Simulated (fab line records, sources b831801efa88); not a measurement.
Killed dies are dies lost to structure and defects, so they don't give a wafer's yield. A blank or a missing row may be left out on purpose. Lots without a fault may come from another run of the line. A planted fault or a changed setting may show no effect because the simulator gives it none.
Problem report in the 8D (eight disciplines) form, filled by code | flow gf180mcu | the parts of the form that need people (team, actions taken, sign-off) are left out

1. THE PROBLEM
POLY_GATE_CVD_00_THK at GF_POLY_GATE_THK_MEAS_01 reads a mean of 220.4 nm on 3 wafers of 1 lot; wafers without a fault read 200.4 nm with a standard deviation of 2.4. That is +8.3 standard deviations from the usual mean.
First seen on wafer L636.2, day 12 20:52, on film_metro-03. The record holds 39 wafers of 13 lots with a number at this step. Rule for "out", or "out of limits": more than 4 standard deviations from the usual mean. The other wafers with a number count as sound.

2. WHAT IT IS AND WHAT IT IS NOT
question                    | is                     | is not
which readings at this step | POLY_GATE_CVD_00_THK   | -
which lots                  | L636                   | L621, L622, L623, L624, L626, L627, L628, L629, L630, L634, L638, L643
which wafers of those lots  | all that have a number | -
read on which gauges        | film_metro-03          | film_metro-01, film_metro-02
when                        | from day 12 20:52      | up to then (30 sound wafers); but 6 sound wafers of L638, L643 came after

3. SUSPECTS, AND WHAT RULES EACH OUT
Counting: a tool at a process step up to the reading stays a suspect if it ran every lot that is out and no sound lot after the first of them.
- the gauge at GF_POLY_GATE_THK_MEAS_01: kept. All the wafers that are out were read on film_metro-03, and no step on other tools shows them out.
- plasma_asher-04 at GF_STI_STRIP_15 (strips in O2/N2): kept. It ran the lot that is out, L636 (day 5 07:10), and no sound lot after that; its last sound lot up to then is L634 (day 4 21:04).
- lpcvd-01 at GF_POLY_GATE_CVD_00 (deposits poly-Si, target thk 200 nm, time 1200 s): kept. It ran the lot that is out, L636 (day 12 19:32), and no sound lot after that; its last sound lot up to then is L630 (day 11 02:45).
Left after counting: plasma_asher-04 at GF_STI_STRIP_15, lpcvd-01 at GF_POLY_GATE_CVD_00, film_metro-03 at GF_POLY_GATE_THK_MEAS_01.

4. THE CAUSE (what the simulator had put in)
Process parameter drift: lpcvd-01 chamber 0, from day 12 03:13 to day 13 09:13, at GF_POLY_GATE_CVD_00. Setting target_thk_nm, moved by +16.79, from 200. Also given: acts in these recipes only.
Counting left 3 suspects, and this tool is among them.

5. THE CHAIN OF EFFECTS, in route order
Each row: a reading whose mean over the struck wafers that have a number lies more than 3 standard deviations from the usual. Only readings for which the record gives a usual standard deviation are gone through. hours: the time from each lot's start at the first step in this table that gives one to its start at this step, as a median over the lots. sigmas: the change in usual standard deviations.
hours | step                     | reading              | usual    | on struck wafers | change | sigmas
0     | GF_POLY_GATE_THK_MEAS_01 | POLY_GATE_CVD_00_THK | 200.4 nm | 220.4            | +20.0  | +8.3

6. WHAT WOULD HAVE CAUGHT IT SOONER
In this record the first reading out of limits at a measuring or inspecting step was taken at day 12 20:52, 18 hours after the fault began at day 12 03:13.
Of the tool readings at GF_POLY_GATE_CVD_00 for which the record gives a usual standard deviation, none was out on any struck wafer, so an alarm limit of 4 standard deviations on them would not have fired.
All the lots that are out (1) had begun GF_POLY_GATE_CVD_00 on lpcvd-01 by day 12 20:52. A hold on the tool at that time would have spared none of them.
